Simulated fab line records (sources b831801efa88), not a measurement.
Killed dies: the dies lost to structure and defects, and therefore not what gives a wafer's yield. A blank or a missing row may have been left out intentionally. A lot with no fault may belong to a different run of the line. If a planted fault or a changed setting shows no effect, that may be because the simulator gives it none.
Which tool is to blame?	flow gf180mcu	36 wafers from 12 lots sampled at 2 of the route's 602 steps

WHAT EACH GAUGE READ, for each wafer
GF_MIM_THK_MEAS_06.
lot	measured	on	MIM_CVD_05_THK (nm)
L623	day 24 19:53	film-metro-04	40.5 41.4 42.3
L624	day 25 07:15	film-metro-01	40.8 41.2 41.2
L625	day 25 13:20	film-metro-04	40.7 41.6 41.8
L626	day 26 03:55	film-metro-03	41.9 41.8 42.1
L627	day 26 10:14	film-metro-01	41.6 42.0 41.7
L628	day 26 22:53	film-metro-03	41.8 42.1 41.3
L633	day 28 12:20	film-metro-01	41.1 42.1 42.2
L634	day 28 14:42	film-metro-03	42.0 42.7 43.6
L635	day 28 17:37	film-metro-01	41.1 42.3 41.9
L638	day 29 22:47	film-metro-04	41.7 42.8 42.6
L639	day 30 00:59	film-metro-04	41.3 42.7 41.6
L646	day 31 21:09	film-metro-03	40.7 41.9 41.6

WHICH TOOL RAN EACH LOT (tool, then ch and the chambers of the sampled wafers, then the start)
lot	GF_V4_CVD_23
L623	cvd-w-02 ch 0,1, day 24 17:50
L624	cvd-w-01 ch 0,1, day 25 06:24
L625	cvd-w-01 ch 0,1, day 25 12:29
L626	cvd-w-01 ch 0, day 26 03:01
L627	cvd-w-02 ch 0,1, day 26 09:23
L628	cvd-w-02 ch 0,1, day 26 22:02
L633	cvd-w-01 ch 1, day 28 11:29
L634	cvd-w-01 ch 0,1, day 28 13:52
L635	cvd-w-02 ch 0,1, day 28 16:31
L638	cvd-w-02 ch 0,1, day 29 21:52
L639	cvd-w-02 ch 0,1, day 30 00:08
L646	cvd-w-02 ch 0,1, day 31 20:17
- GF_V4_CVD_23: deposits W, target thk 350 nm, time 104.9 s.

AS READ BY THE TOOLS THEMSELVES (means over the sampled wafers that have a number; for cases with no such wafer, the mark the record gives instead)
GF_V4_CVD_23.
lot	tool	heater-power-w (W)
L623	cvd-w-02	885
L624	cvd-w-01	836
L625	cvd-w-01	841
L626	cvd-w-01	914
L627	cvd-w-02	854
L628	cvd-w-02	859
L633	cvd-w-01	810
L634	cvd-w-01	883
L635	cvd-w-02	872
L638	cvd-w-02	873
L639	cvd-w-02	850
L646	cvd-w-02	856

THE ANSWER, worked out from the rows above alone
Rule: what is usual is taken from the lots themselves. The widest of any qualifying gaps counts: lots, ordered by their means at a reading, are off when they make up no more than a third of the lots, leave a main group of 4 or more, and stand apart from it by 3 or more times the standard deviation of that group's means. A main group is skipped when, at the precision printed for the reading in the tables above, its means are all equal. A lot without any number at a reading at which 4 lots or more have one is off too. Where the step has rows for the other lots, those lots are counted as sound. First the gauges in route order, then the tools' own readings, where a lot's mean is used as printed above. The first step at which some lot is off is used, and at that step the reading that is off furthest; a lot without a number counts as furthest.
Nothing can be told from this: no lot is off at any reading shown.

WHAT THE SIMULATOR PUT IN
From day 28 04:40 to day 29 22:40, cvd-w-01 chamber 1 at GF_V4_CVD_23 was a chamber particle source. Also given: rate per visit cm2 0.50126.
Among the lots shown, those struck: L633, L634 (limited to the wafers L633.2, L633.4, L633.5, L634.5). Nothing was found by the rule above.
